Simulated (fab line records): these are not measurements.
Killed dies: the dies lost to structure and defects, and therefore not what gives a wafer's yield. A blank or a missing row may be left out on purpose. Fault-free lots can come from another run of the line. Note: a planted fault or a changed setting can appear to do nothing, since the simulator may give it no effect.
fab line records	flow sky130
record: lots: 12	wafers: 36	lastDay: 50
route steps=708 shown VIA3@594 METAL5@666 PAD_OPEN@701
lots that met no fault: taken from a fault-free run of the same line
startH: the number of hours between the record's first day and the start of the first shown wafer of the lot	waitH: time in hours since the lot's previous step	" unchanged from the row above	L1.1+2: several wafers, shown together as one row	- either no value or no given start	* or withheld: withheld	< > ~ a bound
route shown NAME@n: names a module that has steps shown in the file, with the first one's number in the route	usual: average and standard deviation across the fault-free wafers	same: alike in all rows	chamber/n: place in a boat	sites: readings site by site	_std_site: the values' standard deviation	_edge_site: inner sites' mean taken away from outer sites' mean	radiusMm: how far each site lies from the wafer's centre	mask NAME#n: copy n	behind: the tool/chamber that last shaped the wafer	hold: the reason the lot was held/the length of the hold in hours/how it ended	device: the transistor (n, p or np) that didn't switch	end of line: the same wafers' tests at the end of the route	a step given without rows: its recipe and nothing more	killed: not the wafer's yield, but the dies lost to structure and defects at the first sort	map: shows each die of a wafer: x if killed, . if not, _ if none is there
set.NAME: the setting that was run; set.NAME@STEP: the one run at that earlier step	model.NAME: the simulator's own value behind a step, which no gauge read
steps of the route over a sample of lots; a table a step, a row a wafer
services: a tool's chamber out of use, with start hour (startH, from the record's first day; less than 0 if before it), hours out, and reason
== steps ==
step: SKY_VIA3_CVD_21
recipe: material: W	targetThkNm: 390	timeS: 117.31	tempC: 400	pressureTorr: 40
usual: heaterPowerW: 800/74
same: timeS: 117.31
lot.wafer	tool	chamber	startH	waitH	heaterPowerW
L378.3	cvdW-02	0	920.72	0.1	716
L378.4	"	1	"	"	761
L378.6	"	0	"	"	711
L379.2	cvdW-02	0	930.71	0.0	729
L379.4	"	1	"	"	736
L379.6	"	0	"	"	720
L380.1	cvdW-02	1	958.73	0.0	747
L380.2	"	0	"	"	759
L380.6	"	0	"	"	725
L382.2	cvdW-02	0	960.59	0.0	730
L382.4	"	1	"	"	734
L382.5	"	0	"	"	739
L383.1	cvdW-01	0	963.31	0.0	799
L383.3	"	0	"	"	801
L383.5	"	0	"	"	797
L388.2	cvdW-02	1	996.91	0.0	756
L388.3	"	1	"	"	760
L388.4	"	0	"	"	735
L390.2	cvdW-02	1	1007.75	0.0	741
L390.3	"	0	"	"	725
L390.5	"	0	"	"	735
L391.2	cvdW-01	0	1021.14	0.0	812
L391.4	"	1	"	"	909
L391.6	"	1	"	"	922
L394.2	cvdW-01	1	1041.05	0.0	928
L394.3	"	0	"	"	804
L394.5	"	1	"	"	909
L395.2	cvdW-01	0	1047.30	0.0	818
L395.3	"	0	"	"	817
L395.5	"	0	"	"	811
L401.2	cvdW-02	0	1098.69	0.0	729
L401.4	"	1	"	"	753
L401.6	"	1	"	"	772
L400.3	cvdW-01	1	1102.50	0.1	922
L400.5	"	0	"	"	806
L400.6	"	1	"	"	918
step: SKY_METAL5_RS_MEAS_05
recipe: thkMeasGauge: four-point-probe	reads: TiN_of_METAL5_SPUTTER_04+Ti_of_METAL5_SPUTTER_03+AlCu_of_METAL5_SPUTTER_02+TiN_of_METAL5_SPUTTER_01+Ti_of_METAL5_SPUTTER_00
usual: METAL5_ALCU_RS: 0.0269/0.0003
lot.wafer	tool	chamber	startH	waitH	METAL5_ALCU_RS[ohm/sq]
L378.3	filmMetro-03	-	997.79	0.2	0.0270
L378.4	"	-	"	"	0.0268
L378.6	"	-	"	"	0.0269
L379.2	filmMetro-03	-	1004.87	0.0	0.0263
L379.4	"	-	"	"	0.0265
L379.6	"	-	"	"	0.0263
L380.1	filmMetro-02	-	1031.50	0.0	0.0269
L380.2	"	-	"	"	0.0269
L380.6	"	-	"	"	0.0270
L382.2	filmMetro-02	-	1034.18	0.0	0.0268
L382.4	"	-	"	"	0.0269
L382.5	"	-	"	"	0.0269
L383.1	filmMetro-03	-	1037.15	0.0	0.0265
L383.3	"	-	"	"	0.0266
L383.5	"	-	"	"	0.0269
L388.2	filmMetro-03	-	1068.71	0.0	0.0268
L388.3	"	-	"	"	0.0268
L388.4	"	-	"	"	0.0268
L390.2	filmMetro-02	-	1076.59	0.0	0.0266
L390.3	"	-	"	"	0.0266
L390.5	"	-	"	"	0.0265
L391.2	filmMetro-03	-	1092.54	0.0	0.0267
L391.4	"	-	"	"	0.0270
L391.6	"	-	"	"	0.0269
L394.2	filmMetro-03	-	1110.08	0.0	0.0271
L394.3	"	-	"	"	0.0271
L394.5	"	-	"	"	0.0272
L395.2	filmMetro-04	-	1118.40	0.0	0.0269
L395.3	"	-	"	"	0.0269
L395.5	"	-	"	"	0.0271
L401.2	filmMetro-04	-	1158.49	0.0	0.0271
L401.4	"	-	"	"	0.0270
L401.6	"	-	"	"	0.0271
L400.3	filmMetro-04	-	1161.72	0.1	0.0268
L400.5	"	-	"	"	0.0270
L400.6	"	-	"	"	0.0268
step: SKY_PAD_OPEN_ETCH_07
recipe: chemistry: CF4/O2	targetDepthNm: 725	stopOn: AlCu	sourceW: 817.4	biasW: 150	pressureMtorr: 150	cf4FlowSccm: 80	O2_flow_sccm: 10	timeS: 161.1
usual: drypumpMotorCurrentA: 5.79/0.29	oesProductAu: 0.979/0.0072	throttleValvePct: 5.964/0.0094
same: timeS: 161.1
lot.wafer	tool	chamber	startH	waitH	drypumpMotorCurrentA	oesProductAu	rfHoursCounterH	throttleValvePct
L378.3	rieDiel-03	3	1064.65	-	5.63	0.983	24	5.949
L378.4	"	0	"	"	6.07	0.974	16	5.958
L378.6	"	3	"	"	5.61	0.981	-	5.974
L379.2	rieDiel-01	3	1072.15	-	6.25	0.985	25	5.961
L379.4	"	0	"	"	5.88	0.981	10	5.964
L379.6	"	2	"	"	5.53	0.979	-	5.979
L380.1	rieDiel-02	0	1095.26	-	6.23	0.980	15	5.973
L380.2	"	3	"	"	5.60	0.966	10	5.951
L380.6	"	0	"	"	6.22	0.975	-	5.953
L382.2	rieDiel-01	2	1097.55	-	5.56	0.976	22	5.945
L382.4	"	0	"	"	5.91	0.982	-	5.973
L382.5	"	1	"	"	5.56	0.990	-	5.955
L383.1	rieDiel-01	2	1100.42	-	5.58	0.973	23	5.961
L383.3	"	1	"	"	5.60	0.975	10	5.960
L383.5	"	3	"	"	6.21	0.981	-	5.969
L388.2	rieDiel-03	3	1128.47	-	5.63	0.975	27	5.970
L388.3	"	2	"	"	5.54	0.982	27	5.970
L388.4	"	1	"	"	5.10	0.989	18	5.976
L390.2	rieDiel-02	3	1136.71	-	5.63	0.974	11	5.963
L390.3	"	1	"	"	5.73	0.981	23	5.957
L390.5	"	2	"	"	5.82	0.983	-	5.960
L391.2	rieDiel-02	1	1149.12	-	5.72	0.973	24	5.955
L391.4	"	3	"	"	5.62	0.976	12	5.965
L391.6	"	3	"	"	5.60	0.974	-	5.969
L394.2	rieDiel-02	0	1164.47	-	6.26	0.987	17	5.964
L394.3	"	1	"	"	5.69	0.985	24	5.972
L394.5	"	1	"	"	5.72	0.985	-	5.969
L395.2	rieDiel-01	3	1172.41	-	6.17	0.975	0	5.955
L395.3	"	0	"	"	5.94	0.972	14	5.960
L395.5	"	2	"	"	5.54	0.976	-	5.952
L401.2	rieDiel-02	3	1207.20	-	5.64	0.976	14	5.966
L401.4	"	2	"	"	5.82	0.986	-	5.977
L401.6	"	0	"	"	6.25	0.989	-	5.970
L400.3	rieDiel-01	1	1208.47	-	5.58	0.970	14	5.958
L400.5	"	1	"	"	5.58	0.977	-	5.969
L400.6	"	0	"	"	5.92	0.983	-	5.967
step: SKY_PAD_OPEN_STRIP_08
recipe: chemistry: O2/N2	powerW: 1400	pressureMtorr: 1500	platenTempC: withheld	overashFraction: 0.7	o2FlowSccm: 3000	n2FlowSccm: 300
usual: drypumpMotorCurrentA: 5.7/0.42	oesProductAu: 0.663/0.0044	stripTimeToEndpointS: 37.05/0.1
lot.wafer	tool	chamber	startH	waitH	drypumpMotorCurrentA	oesProductAu	rfHoursCounterH	stripTimeToEndpointS
L378.3	plasmaAsher-04	1	1064.78	0.1	4.9	0.666	-	37.22
L378.4	"	0	"	"	5.8	0.669	-	37.16
L378.6	"	1	"	"	4.9	0.666	-	37.22
L379.2	plasmaAsher-04	0	1072.26	0.1	5.8	0.661	64	36.94
L379.4	"	1	"	"	4.9	0.670	-	36.97
L379.6	"	1	"	"	4.9	0.663	-	36.89
L380.1	plasmaAsher-02	1	1095.36	0.1	6.0	0.670	99	37.09
L380.2	"	0	"	"	5.8	0.658	99	37.16
L380.6	"	0	"	"	5.8	0.659	-	37.19
L382.2	plasmaAsher-04	1	1097.65	0.1	4.9	0.663	66	37.11
L382.4	"	0	"	"	5.8	0.666	-	37.34
L382.5	"	0	"	"	5.8	0.661	-	37.16
L383.1	plasmaAsher-04	1	1100.53	0.1	4.9	0.662	66	37.03
L383.3	"	1	"	"	4.9	0.662	-	37.07
L383.5	"	1	"	"	4.9	0.655	-	37.03
L388.2	plasmaAsher-04	1	1128.58	0.1	4.9	0.662	69	37.01
L388.3	"	0	"	"	5.9	0.668	-	37.15
L388.4	"	1	"	"	4.9	0.662	-	37.09
L390.2	plasmaAsher-01	1	1136.81	0.1	5.6	0.669	7	37.14
L390.3	"	0	"	"	6.2	0.667	-	37.08
L390.5	"	1	"	"	5.6	0.658	-	37.07
L391.2	plasmaAsher-04	1	1149.23	0.1	4.9	0.664	71	36.89
L391.4	"	1	"	"	4.9	0.664	-	36.85
L391.6	"	0	"	"	5.8	0.660	-	36.98
L394.2	plasmaAsher-02	1	1164.58	0.1	6.1	0.665	106	36.83
L394.3	"	0	"	"	5.7	0.668	-	36.87
L394.5	"	0	"	"	5.7	0.665	-	37.01
L395.2	plasmaAsher-01	1	1172.51	0.1	5.6	0.658	11	37.16
L395.3	"	1	"	"	5.6	0.657	-	37.16
L395.5	"	0	"	"	6.2	0.661	-	37.17
L401.2	plasmaAsher-01	1	1207.30	0.1	5.6	0.662	14	37.08
L401.4	"	1	"	"	5.5	0.662	-	37.12
L401.6	"	1	"	"	5.6	0.661	-	36.89
L400.3	plasmaAsher-02	1	1208.61	0.1	6.1	0.665	-	37.04
L400.5	"	0	"	"	5.8	0.663	-	37.12
L400.6	"	1	"	"	6.1	0.666	-	37.10
step: SKY_PAD_OPEN_PROBE_99
usual: defectLimitedYield: 81.9/1.9	killed_at_M0_to_M3: 45/7.9	killed_at_M4_up: 2.9/1.8	killedAtContacts: 25/5.5	killedAtFrontEnd: 16/4.4	killedAtOther: 0.3/0.58	killedDies: 89/9.4	killedOnRim: 18/3.9	killedOpen: 49/6.8	killedShort: 40/6.3	sort_bin_3_pad_short: 0.9/0.41	sort_bin_5_function: 10.8/1.5	sort_bin_6_memory: 6.4/1.2	sortNPass: 403/9.4	sortYieldPct: 81.9/1.9
same: grossDies: 492	killedAtBackSide: 0	sort_bin_4_leakage[%]: 0	sort_bin_8_speed[%]: 0
lot.wafer	tool	chamber	startH	waitH	defectLimitedYield[%]	killed_at_M0_to_M3	killed_at_M4_up	killedAtContacts	killedAtFrontEnd	killedAtOther	killedDies	killedOnRim	killedOpen	killedShort	sort_bin_3_pad_short[%]	sort_bin_5_function[%]	sort_bin_6_memory[%]	sortNPass	sortYieldPct[%]
L378.3	prober-02	-	1067.15	0.2	81.1	54	2	21	16	0	93	15	49	44	1.0	12.6	5.3	399	81.1
L378.4	prober-02	-	1067.20	0.2	80.5	54	5	14	23	0	96	23	60	36	1.2	11.8	6.5	396	80.5
L378.6	prober-02	-	1067.30	0.2	83.9	42	2	20	15	0	79	22	43	35	0.8	7.9	7.3	413	83.9
L379.2	prober-02	-	1074.52	0.1	83.9	32	3	19	25	0	79	21	35	44	0.4	8.9	6.7	413	83.9
L379.4	prober-02	-	1074.62	0.2	82.9	53	2	17	12	0	84	17	50	34	1.4	10.8	4.9	408	82.9
L379.6	prober-02	-	1074.72	0.2	80.3	57	4	21	15	0	97	16	52	45	0.8	12.6	6.3	395	80.3
L380.1	prober-01	-	1097.59	0.1	85.2	42	2	20	9	0	73	20	35	36	1.2	9.3	4.3	419	85.2
L380.2	prober-01	-	1097.64	0.1	80.3	48	3	27	19	0	97	16	46	50	1.4	11.2	7.1	395	80.3
L380.6	prober-01	-	1097.84	0.2	80.7	50	3	28	14	0	95	21	48	47	1.4	11.4	6.5	397	80.7
L382.2	prober-02	-	1100.01	0.1	82.3	44	1	24	18	0	87	14	56	31	0.6	11.6	5.5	405	82.3
L382.4	prober-02	-	1100.11	0.2	79.7	53	4	25	16	2	100	18	53	46	1.6	11.2	7.5	392	79.7
L382.5	prober-02	-	1100.16	0.2	81.9	39	3	33	12	2	89	15	49	39	1.2	10.4	6.5	403	81.9
L383.1	prober-02	-	1102.87	0.1	85.8	33	2	22	13	0	70	10	40	30	0.6	7.9	5.7	422	85.8
L383.3	prober-02	-	1102.97	0.2	84.1	38	3	17	19	1	78	10	39	39	1.4	8.9	5.5	414	84.1
L383.5	prober-02	-	1103.07	0.2	84.3	39	2	13	23	0	77	15	36	41	1.0	9.3	5.3	415	84.3
L388.2	prober-02	-	1130.85	0.1	82.3	46	2	26	13	0	87	16	43	43	0.4	12.0	5.3	405	82.3
L388.3	prober-02	-	1130.90	0.2	83.9	39	1	28	11	0	79	17	52	27	1.0	8.7	6.3	413	83.9
L388.4	prober-02	-	1130.95	0.2	74.0	83	4	28	13	0	128	24	41	29	2.6	14.4	8.9	364	74.0
L390.2	prober-02	-	1139.31	0.1	82.5	38	1	25	22	0	86	15	55	31	1.0	10.0	6.5	406	82.5
L390.3	prober-02	-	1139.36	0.2	72.0	89	1	30	18	0	138	27	43	42	4.7	15.7	7.7	354	72.0
L390.5	prober-02	-	1139.46	0.2	73.4	91	3	23	14	0	131	22	40	36	4.3	15.0	7.3	361	73.4
L391.2	prober-01	-	1151.49	0.1	80.3	50	6	24	17	0	97	17	50	47	1.6	11.0	7.1	395	80.3
L391.4	prober-01	-	1151.59	0.2	82.5	54	1	18	13	0	86	16	54	32	1.2	11.0	5.3	406	82.5
L391.6	prober-01	-	1151.69	0.2	80.3	49	1	28	19	0	97	21	61	36	0.8	11.6	7.3	395	80.3
L394.2	prober-02	-	1166.84	0.1	84.3	39	6	11	21	0	77	12	43	34	0.6	8.7	6.3	415	84.3
L394.3	prober-02	-	1166.89	0.2	80.5	40	2	28	26	0	96	19	56	40	1.6	8.7	9.1	396	80.5
L394.5	prober-02	-	1166.99	0.2	80.5	51	5	24	16	0	96	16	46	48	1.0	12.6	5.9	396	80.5
L395.2	prober-01	-	1174.93	0.1	82.3	40	5	24	18	0	87	17	46	40	1.0	10.6	6.1	405	82.3
L395.3	prober-01	-	1174.98	0.2	83.5	38	2	31	9	1	81	12	44	36	0.8	9.1	6.5	411	83.5
L395.5	prober-01	-	1175.08	0.2	81.7	48	1	24	17	0	90	20	57	33	0.2	11.2	6.9	402	81.7
L401.2	prober-01	-	1209.57	0.1	82.5	47	2	20	17	0	86	19	53	33	1.2	9.8	6.5	406	82.5
L401.4	prober-01	-	1209.67	0.2	79.5	58	1	33	9	0	101	29	56	45	0.8	11.4	8.3	391	79.5
L401.6	prober-01	-	1209.77	0.2	81.3	39	1	34	18	0	92	15	54	38	0.6	11.0	7.1	400	81.3
L400.3	prober-02	-	1210.93	0.2	83.5	40	1	27	13	0	81	14	39	42	1.0	10.4	5.1	411	83.5
L400.5	prober-02	-	1211.03	0.2	78.9	47	1	33	21	2	104	23	62	40	0.8	12.6	7.7	388	78.9
L400.6	prober-02	-	1211.08	0.2	82.5	41	2	29	13	1	86	14	40	45	1.2	10.4	5.9	406	82.5
killed by level:class
L378.3 VIA1:geometricParticle:short=10 VIA1:geometricParticle:open=10 LI_CONTACT:geometricParticle:open=7 VIA3:geometricParticle:open=7 METAL1:geometricParticle:short=6 METAL2:geometricParticle:short=6 CONTACT:geometricParticle:open=6 VIA3:geometricParticle:short=5
L378.4 VIA1:geometricParticle:open=18 VIA2:geometricParticle:open=8 FIELD_ISO:geometricParticle:open=6 LI_CONTACT:geometricParticle:open=6 VIA3:geometricParticle:short=6 VIA1:geometricParticle:short=5 METAL2:geometricParticle:short=5 POLY_GATE:geometricParticle:short=4
L378.6 VIA1:geometricParticle:open=13 CONTACT:geometricParticle:open=7 VIA3:geometricParticle:short=6 LOCAL_INTERCONNECT:geometricParticle:short=6 METAL2:geometricParticle:short=6 VIA3:geometricParticle:open=5 FIELD_ISO:geometricParticle:open=4 VIA2:geometricParticle:open=4
L379.2 LI_CONTACT:geometricParticle:short=6 METAL2:geometricParticle:short=6 METAL3:geometricParticle:short=6 POLY_GATE:geometricParticle:open=5 SPACER:geometricParticle:short=5 VIA1:geometricParticle:open=5 FIELD_ISO:geometricParticle:short=4 LI_CONTACT:geometricParticle:open=4
L379.4 VIA1:geometricParticle:open=11 VIA2:geometricParticle:open=11 CONTACT:geometricParticle:open=9 METAL1:geometricParticle:short=7 VIA1:geometricParticle:short=7 FIELD_ISO:geometricParticle:open=5 CONTACT:geometricParticle:short=5 VIA2:geometricParticle:short=5
L379.6 VIA3:geometricParticle:open=14 VIA1:geometricParticle:open=10 LI_CONTACT:geometricParticle:open=9 VIA3:geometricParticle:short=9 METAL1:geometricParticle:short=7 VIA1:geometricParticle:short=6 FIELD_ISO:geometricParticle:open=5 CONTACT:geometricParticle:open=5
L380.1 VIA1:geometricParticle:open=11 METAL2:geometricParticle:short=8 CONTACT:geometricParticle:short=6 VIA2:geometricParticle:open=6 VIA1:geometricParticle:short=5 LI_CONTACT:geometricParticle:open=4 CONTACT:geometricParticle:open=4 LOCAL_INTERCONNECT:geometricParticle:short=3
L380.2 VIA1:geometricParticle:open=10 METAL1:geometricParticle:short=9 FIELD_ISO:geometricParticle:short=7 LI_CONTACT:geometricParticle:open=7 CONTACT:geometricParticle:open=7 VIA2:geometricParticle:open=7 LOCAL_INTERCONNECT:geometricParticle:short=5 CONTACT:geometricParticle:short=5
L380.6 CONTACT:geometricParticle:open=11 VIA1:geometricParticle:short=10 VIA1:geometricParticle:open=9 VIA3:geometricParticle:short=8 LI_CONTACT:geometricParticle:open=6 VIA3:geometricParticle:open=6 METAL2:geometricParticle:short=6 POLY_GATE:geometricParticle:open=5
L382.2 CONTACT:geometricParticle:open=16 VIA2:geometricParticle:open=13 VIA1:geometricParticle:open=8 METAL2:geometricParticle:short=7 FIELD_ISO:geometricParticle:open=6 POLY_GATE:geometricParticle:open=4 VIA1:geometricParticle:short=4 FIELD_ISO:geometricParticle:short=3
L382.4 VIA2:geometricParticle:open=12 CONTACT:geometricParticle:open=8 VIA1:geometricParticle:short=7 VIA3:geometricParticle:open=7 LOCAL_INTERCONNECT:geometricParticle:short=6 METAL1:geometricParticle:short=6 VIA1:geometricParticle:open=6 FIELD_ISO:geometricParticle:short=4
L382.5 CONTACT:geometricParticle:open=12 VIA1:geometricParticle:open=9 VIA3:geometricParticle:open=6 LI_CONTACT:geometricParticle:open=6 FIELD_ISO:geometricParticle:open=5 LOCAL_INTERCONNECT:geometricParticle:short=5 CONTACT:geometricParticle:short=5 VIA1:geometricParticle:short=5
L383.1 LI_CONTACT:geometricParticle:open=7 VIA1:geometricParticle:open=7 CONTACT:geometricParticle:short=5 METAL2:geometricParticle:short=5 VIA2:geometricParticle:open=5 VIA3:geometricParticle:open=5 FIELD_ISO:geometricParticle:open=4 LOCAL_INTERCONNECT:geometricParticle:open=4
L383.3 METAL2:geometricParticle:short=8 FIELD_ISO:geometricParticle:short=6 CONTACT:geometricParticle:open=6 LI_CONTACT:geometricParticle:open=5 VIA2:geometricParticle:open=5 METAL1:geometricParticle:short=5 VIA1:geometricParticle:open=5 VIA3:geometricParticle:open=4
L383.5 VIA1:geometricParticle:open=8 FIELD_ISO:geometricParticle:open=7 METAL2:geometricParticle:short=7 FIELD_ISO:geometricParticle:short=6 CONTACT:geometricParticle:open=6 VIA1:geometricParticle:short=6 VIA2:geometricParticle:short=5 POLY_GATE:geometricParticle:open=4
L388.2 VIA1:geometricParticle:open=9 VIA3:geometricParticle:open=9 CONTACT:geometricParticle:open=8 CONTACT:geometricParticle:short=7 VIA1:geometricParticle:short=7 METAL2:geometricParticle:short=7 LI_CONTACT:geometricParticle:open=5 METAL1:geometricParticle:short=5
L388.3 CONTACT:geometricParticle:open=14 VIA1:geometricParticle:open=10 VIA3:geometricParticle:open=7 LI_CONTACT:geometricParticle:open=6 METAL2:geometricParticle:short=5 CONTACT:geometricParticle:short=4 VIA2:geometricParticle:open=4 METAL1:geometricParticle:open=3
L388.4 VIA3:unspecified=58 CONTACT:geometricParticle:open=10 LI_CONTACT:geometricParticle:open=8 VIA1:geometricParticle:open=7 VIA2:geometricParticle:open=6 METAL2:geometricParticle:short=5 FIELD_ISO:geometricParticle:short=4 LI_CONTACT:geometricParticle:short=4
L390.2 CONTACT:geometricParticle:open=13 VIA1:geometricParticle:open=10 FIELD_ISO:geometricParticle:open=7 VIA2:geometricParticle:open=7 METAL1:geometricParticle:short=5 LI_CONTACT:geometricParticle:short=5 POLY_GATE:geometricParticle:open=5 LI_CONTACT:geometricParticle:open=4
L390.3 VIA3:unspecified=53 LI_CONTACT:geometricParticle:open=12 CONTACT:geometricParticle:open=8 VIA3:geometricParticle:open=7 LOCAL_INTERCONNECT:geometricParticle:short=5 METAL2:geometricParticle:short=5 VIA2:geometricParticle:open=5 POLY_GATE:geometricParticle:open=4
L390.5 VIA3:unspecified=55 LI_CONTACT:geometricParticle:open=6 VIA2:geometricParticle:open=6 LI_CONTACT:geometricParticle:short=5 CONTACT:geometricParticle:open=5 VIA1:geometricParticle:open=5 FIELD_ISO:geometricParticle:open=4 POLY_GATE:geometricParticle:open=4
L391.2 VIA1:geometricParticle:open=10 VIA3:geometricParticle:open=10 CONTACT:geometricParticle:open=8 VIA2:geometricParticle:open=6 FIELD_ISO:geometricParticle:short=5 CONTACT:geometricParticle:short=5 METAL1:geometricParticle:short=5 METAL4:geometricParticle:short=5
L391.4 VIA1:geometricParticle:open=20 VIA2:geometricParticle:open=9 LI_CONTACT:geometricParticle:open=7 METAL1:geometricParticle:short=6 VIA3:geometricParticle:open=5 CONTACT:geometricParticle:open=4 VIA1:geometricParticle:short=4 VIA2:geometricParticle:short=4
L391.6 CONTACT:geometricParticle:open=15 METAL1:geometricParticle:short=10 FIELD_ISO:geometricParticle:open=9 VIA1:geometricParticle:open=9 VIA3:geometricParticle:open=8 VIA1:geometricParticle:short=8 LI_CONTACT:geometricParticle:open=7 METAL2:geometricParticle:short=4
L394.2 FIELD_ISO:geometricParticle:open=10 VIA1:geometricParticle:open=8 VIA2:geometricParticle:open=7 LI_CONTACT:geometricParticle:open=6 METAL1:geometricParticle:short=6 FIELD_ISO:geometricParticle:short=4 VIA2:geometricParticle:short=4 METAL4:geometricParticle:short=4
L394.3 CONTACT:geometricParticle:open=10 VIA1:geometricParticle:open=8 FIELD_ISO:geometricParticle:open=7 METAL2:geometricParticle:short=7 FIELD_ISO:geometricParticle:short=6 LI_CONTACT:geometricParticle:open=6 LOCAL_INTERCONNECT:geometricParticle:short=6 VIA2:geometricParticle:open=6
L394.5 LI_CONTACT:geometricParticle:open=9 METAL2:geometricParticle:short=8 VIA3:geometricParticle:open=7 VIA2:geometricParticle:open=7 FIELD_ISO:geometricParticle:short=6 VIA1:geometricParticle:open=6 LOCAL_INTERCONNECT:geometricParticle:short=5 CONTACT:geometricParticle:open=5
L395.2 VIA1:geometricParticle:open=9 VIA2:geometricParticle:open=7 LI_CONTACT:geometricParticle:open=6 FIELD_ISO:geometricParticle:open=5 FIELD_ISO:geometricParticle:short=5 LOCAL_INTERCONNECT:geometricParticle:short=5 METAL1:geometricParticle:short=5 METAL2:geometricParticle:short=5
L395.3 CONTACT:geometricParticle:open=13 VIA3:geometricParticle:open=8 METAL1:geometricParticle:short=7 LI_CONTACT:geometricParticle:open=6 CONTACT:geometricParticle:short=5 VIA1:geometricParticle:open=5 VIA1:geometricParticle:short=4 VIA2:geometricParticle:open=4
L395.5 VIA1:geometricParticle:open=14 CONTACT:geometricParticle:open=11 FIELD_ISO:geometricParticle:open=7 LI_CONTACT:geometricParticle:open=7 VIA2:geometricParticle:open=6 METAL1:geometricParticle:short=5 VIA1:geometricParticle:short=5 METAL2:geometricParticle:short=4
L401.2 VIA1:geometricParticle:open=10 CONTACT:geometricParticle:open=9 VIA3:geometricParticle:open=9 LI_CONTACT:geometricParticle:open=6 METAL1:geometricParticle:short=6 FIELD_ISO:geometricParticle:open=5 METAL2:geometricParticle:short=5 VIA2:geometricParticle:open=5
L401.4 VIA3:geometricParticle:open=17 VIA1:geometricParticle:short=8 LI_CONTACT:geometricParticle:open=8 CONTACT:geometricParticle:short=8 VIA2:geometricParticle:open=8 VIA1:geometricParticle:open=7 CONTACT:geometricParticle:open=7 METAL2:geometricParticle:short=7
L401.6 LI_CONTACT:geometricParticle:open=14 FIELD_ISO:geometricParticle:open=9 CONTACT:geometricParticle:open=9 VIA1:geometricParticle:open=8 VIA2:geometricParticle:open=5 LOCAL_INTERCONNECT:geometricParticle:short=5 VIA3:geometricParticle:short=5 POLY_GATE:geometricParticle:short=4
L400.3 CONTACT:geometricParticle:short=10 VIA1:geometricParticle:open=9 CONTACT:geometricParticle:open=8 METAL1:geometricParticle:short=5 VIA3:geometricParticle:open=5 VIA2:geometricParticle:open=5 POLY_GATE:geometricParticle:open=4 LOCAL_INTERCONNECT:geometricParticle:short=4
L400.5 LI_CONTACT:geometricParticle:open=14 VIA3:geometricParticle:open=10 VIA1:geometricParticle:open=10 CONTACT:geometricParticle:open=9 VIA3:geometricParticle:short=7 VIA1:geometricParticle:short=7 FIELD_ISO:geometricParticle:short=6 CONTACT:geometricParticle:short=5
L400.6 CONTACT:geometricParticle:open=11 METAL1:geometricParticle:short=7 VIA1:geometricParticle:open=7 CONTACT:geometricParticle:short=6 VIA3:geometricParticle:open=6 METAL3:geometricParticle:short=6 LOCAL_INTERCONNECT:geometricParticle:short=5 POLY_GATE:geometricParticle:short=4
== services ==
tool	chamber	startH	hours	kind
cvdW-01	-	904.00	14.0	pm
rieDiel-02	3	911.99	5.7	repair
rieDiel-03	0	916.64	4.1	repair
plasmaAsher-01	-	925.50	15.6	pm
rieDiel-01	-	962.77	0.3	repair
rieDiel-02	0	966.94	5.6	repair
rieDiel-02	1	986.29	13.4	repair
rieDiel-02	3	998.06	46.5	repair
plasmaAsher-02	-	1004.51	6.5	repair
cvdW-02	0	1008.19	1.7	repair
rieDiel-01	2	1009.53	18.0	repair
rieDiel-03	-	1011.12	0.2	repair
plasmaAsher-01	-	1014.94	0.6	repair
plasmaAsher-01	-	1033.46	2.8	pm
rieDiel-01	1	1033.77	5.8	repair
plasmaAsher-01	-	1040.23	4.3	pm
plasmaAsher-01	-	1055.25	9.0	pm
cvdW-02	0	1076.06	11.8	repair
rieDiel-02	1	1076.30	5.8	repair
rieDiel-01	3	1096.01	2.4	repair
rieDiel-02	1	1151.34	4.9	repair
plasmaAsher-02	-	1159.88	2.8	pm
plasmaAsher-04	-	1177.89	0.5	repair
rieDiel-01	-	1181.52	1.6	repair
== key ==
firstSign: step: SKY_PAD_OPEN_PROBE_99	reading: sort_bin_3_pad_short	direction: up	sigmas: 7.3	usual: 0.9	struck: 3.9
effect: step: SKY_PAD_OPEN_PROBE_99	reading: killed_at_M0_to_M3	direction: up	sigmas: 5.3	usual: 45	struck: 88
metAt SKY_VIA3_CVD_21
struckLots L388,L390
struckWafers L388.4,L390.3,L390.5
notActingAt SKY_METAL5_RS_MEAS_05,SKY_PAD_OPEN_ETCH_07,SKY_PAD_OPEN_STRIP_08
onsetBetween 960.59 996.91
fault: kind: chamberParticleSource	tool: cvdW-02	chamber: 0	onsetH: 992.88	steps: SKY_VIA3_CVD_21	ratePerVisitCm2: 1.059	endH: 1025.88
